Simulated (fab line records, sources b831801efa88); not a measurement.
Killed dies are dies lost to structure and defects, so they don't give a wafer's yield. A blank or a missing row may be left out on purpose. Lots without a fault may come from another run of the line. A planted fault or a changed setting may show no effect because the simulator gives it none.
Which tool did it? | flow sky130 | 12 lots, 36 wafers sampled, at 5 steps of a route of 708

WHAT THE GAUGES READ, wafer by wafer
SKY_VT_ADJUST_HVTR_TW_MEAS_11.
lot  | measured     | on            | VT_ADJUST_HVTR_TW
L692 | day 9 08:16  | film_metro-01 | 204.6 204.4 205.7
L693 | day 9 19:31  | film_metro-01 | 205.0 203.9 204.7
L694 | day 10 08:55 | film_metro-04 | 209.6 210.6 210.1
L696 | day 10 13:56 | film_metro-04 | 211.9 210.5 208.5
L697 | day 10 22:01 | film_metro-01 | 204.6 204.9 206.6
L698 | day 11 04:13 | film_metro-03 | 209.2 208.4 208.8
L701 | day 12 03:28 | film_metro-04 | 210.8 211.8 210.9
L702 | day 12 12:22 | film_metro-04 | 210.8 211.8 210.9
L705 | day 13 08:46 | film_metro-03 | 211.9 211.4 211.4
L706 | day 13 19:26 | film_metro-01 | 206.6 207.4 207.2
L708 | day 14 11:22 | film_metro-01 | 206.6 206.3 206.1
L712 | day 15 10:52 | film_metro-01 | 207.7 206.7 207.2

SKY_GATE_OXIDE_OVL_MEAS_10.
lot  | measured     | on         | GATE_OXIDE_OVL (nm)
L692 | day 13 14:04 | overlay-01 | 1.0 0.2 -1.1
L693 | day 14 03:40 | overlay-02 | 0.3 0.0 0.1
L694 | day 14 16:21 | overlay-02 | -162.3 -161.1 -161.5
L696 | day 19 04:40 | overlay-01 | -163.1 -160.5 -162.5
L697 | day 19 05:16 | overlay-01 | -161.7 -163.2 -163.9
L698 | day 19 04:58 | overlay-02 | -0.3 0.2 -0.2
L701 | day 19 05:34 | overlay-01 | -163.7 -163.3 -163.6
L702 | day 19 07:13 | overlay-01 | 0.6 0.7 1.7
L705 | day 19 14:45 | overlay-02 | 1.1 -0.1 0.5
L706 | day 19 13:40 | overlay-02 | 0.5 0.2 1.0
L708 | day 19 16:24 | overlay-01 | 2.6 2.2 1.0
L712 | day 20 11:03 | overlay-01 | 0.2 -1.5 -1.2

SKY_POLY_GATE_THK_MEAS_01.
lot  | measured     | on            | POLY_GATE_CVD_00_THK (nm)
L692 | day 14 05:35 | film_metro-04 | 175.9 175.7 176.3
L693 | day 14 06:54 | film_metro-04 | 178.6 175.5 177.9
L694 | day 14 19:35 | film_metro-02 | 177.1 177.8 178.0
L696 | day 19 10:31 | film_metro-04 | 180.7 178.4 178.9
L697 | day 19 10:31 | film_metro-02 | 178.8 178.2 181.0
L698 | day 19 10:32 | film_metro-03 | 180.0 182.4 179.2
L701 | day 19 10:35 | film_metro-04 | 180.0 179.3 180.1
L702 | day 19 10:39 | film_metro-02 | 178.3 178.5 179.3
L705 | day 19 19:07 | film_metro-02 | 178.4 177.8 177.9
L706 | day 19 17:23 | film_metro-02 | 178.8 177.1 178.9
L708 | day 19 21:48 | film_metro-03 | 177.8 178.3 179.1
L712 | day 20 14:44 | film_metro-02 | 180.8 181.6 181.2

WHICH TOOL RAN EACH LOT (tool, then ch and the chambers of the sampled wafers, then the start)
lot  | SKY_VT_ADJUST_PCH_STRIP_09           | SKY_GATE_OXIDE_EXPOSE_07
L692 | plasma_asher-01 ch 0,1, day 10 06:15 | iline_stepper-02 ch 0, day 13 02:17
L693 | plasma_asher-03 ch 1, day 10 17:47   | iline_stepper-02 ch 0, day 13 15:56
L694 | plasma_asher-04 ch 1, day 11 08:17   | iline_stepper-02 ch 0, day 14 04:06
L696 | plasma_asher-01 ch 0,1, day 11 13:45 | iline_stepper-02 ch 0, day 18 14:14
L697 | plasma_asher-03 ch 0,1, day 11 20:47 | iline_stepper-02 ch 0, day 18 15:04
L698 | plasma_asher-03 ch 0,1, day 12 04:35 | iline_stepper-01 ch 0, day 18 14:51
L701 | plasma_asher-01 ch 0,1, day 13 04:42 | iline_stepper-02 ch 0, day 18 15:22
L702 | plasma_asher-01 ch 0,1, day 13 12:56 | iline_stepper-01 ch 0, day 18 17:07
L705 | plasma_asher-01 ch 0,1, day 14 09:32 | iline_stepper-01 ch 0, day 19 00:40
L706 | plasma_asher-01 ch 0,1, day 14 21:13 | iline_stepper-01 ch 0, day 18 23:59
L708 | plasma_asher-01 ch 0,1, day 15 12:41 | iline_stepper-01 ch 0, day 19 02:10
L712 | plasma_asher-04 ch 0, day 16 11:17   | iline_stepper-01 ch 0, day 19 20:07
- SKY_VT_ADJUST_PCH_STRIP_09: strips in O2/N2.
- SKY_GATE_OXIDE_EXPOSE_07: exposes mask LVOM, target cd 600 nm.

WHAT THE TOOLS THEMSELVES READ (means of the sampled wafers that have a number; where no wafer has one, the mark that the record gives instead)
SKY_VT_ADJUST_PCH_STRIP_09.
lot  | tool            | drypump_motor_current_A (A) | o2_flow_sccm (sccm) | oes_product_au (a.u.) | strip_time_to_endpoint_s (s)
L692 | plasma_asher-01 | 5.5                         | 3004                | 0.722                 | 36.78
L693 | plasma_asher-03 | 5.0                         | 2989                | 0.726                 | 36.92
L694 | plasma_asher-04 | 6.4                         | 3002                | 0.725                 | 37.00
L696 | plasma_asher-01 | 5.5                         | 2996                | 0.723                 | 36.86
L697 | plasma_asher-03 | 5.2                         | 3000                | 0.723                 | 36.83
L698 | plasma_asher-03 | 5.2                         | 2994                | 0.723                 | 37.00
L701 | plasma_asher-01 | 5.5                         | 3010                | 0.729                 | 37.05
L702 | plasma_asher-01 | 5.4                         | 2996                | 0.722                 | 36.86
L705 | plasma_asher-01 | 5.5                         | 2990                | 0.726                 | 36.89
L706 | plasma_asher-01 | 5.5                         | 3006                | 0.719                 | 36.94
L708 | plasma_asher-01 | 5.4                         | 3007                | 0.726                 | 37.00
L712 | plasma_asher-04 | 5.2                         | 3003                | 0.724                 | 37.01

SKY_GATE_OXIDE_EXPOSE_07.
lot  | tool             | focus_offset_nm (nm)
L692 | iline_stepper-02 | 0.5
L693 | iline_stepper-02 | -0.3
L694 | iline_stepper-02 | 0.3
L696 | iline_stepper-02 | -0.2
L697 | iline_stepper-02 | 0.5
L698 | iline_stepper-01 | 0.2
L701 | iline_stepper-02 | 0.1
L702 | iline_stepper-01 | -0.7
L705 | iline_stepper-01 | -0.1
L706 | iline_stepper-01 | 0.2
L708 | iline_stepper-01 | 0.2
L712 | iline_stepper-01 | 0.6

THE ANSWER, worked out from the rows above alone
Rule: what is usual is taken from the lots themselves. Put in order of their means at a reading, lots are off if they are a third of the lots or fewer, leave a main group of 4 or more, and stand apart from it by a gap of 3 or more times the standard deviation of the main group's means; of several such gaps the widest counts. A main group whose means are all the same, to the digits that the tables above print for the reading, isn't used. A lot without any number at a reading at which 4 lots or more have one is off too. The other lots that the step has rows for count as sound. The gauges are gone through in route order, then the tools' own readings, and for those a lot's mean is taken as printed above. The first step at which some lot is off is used, and at that step the reading that is off furthest; a lot without a number counts as furthest.
Off: L694, L696, L697, L701, at SKY_GATE_OXIDE_OVL_MEAS_10 (GATE_OXIDE_OVL). The main group: mean 0.4 nm, standard deviation 0.77.
A tool fits if, at a process step before that reading, it ran every lot that is off, and no sound lot after the first of them. The gauges at SKY_GATE_OXIDE_OVL_MEAS_10 are tried like those tools. One fits: iline_stepper-02 at SKY_GATE_OXIDE_EXPOSE_07. Its last sound lot is L693 (day 13 15:56), its first lot that is off L694 (day 14 04:06): a fault that began between those two fits.

WHAT THE SIMULATOR HAD PUT IN
Scanner matching overlay: iline_stepper-02, from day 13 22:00 on, at SKY_GATE_OXIDE_EXPOSE_07. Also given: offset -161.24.
Lots struck among those shown: L694, L696, L697, L701. The rule above found the same.
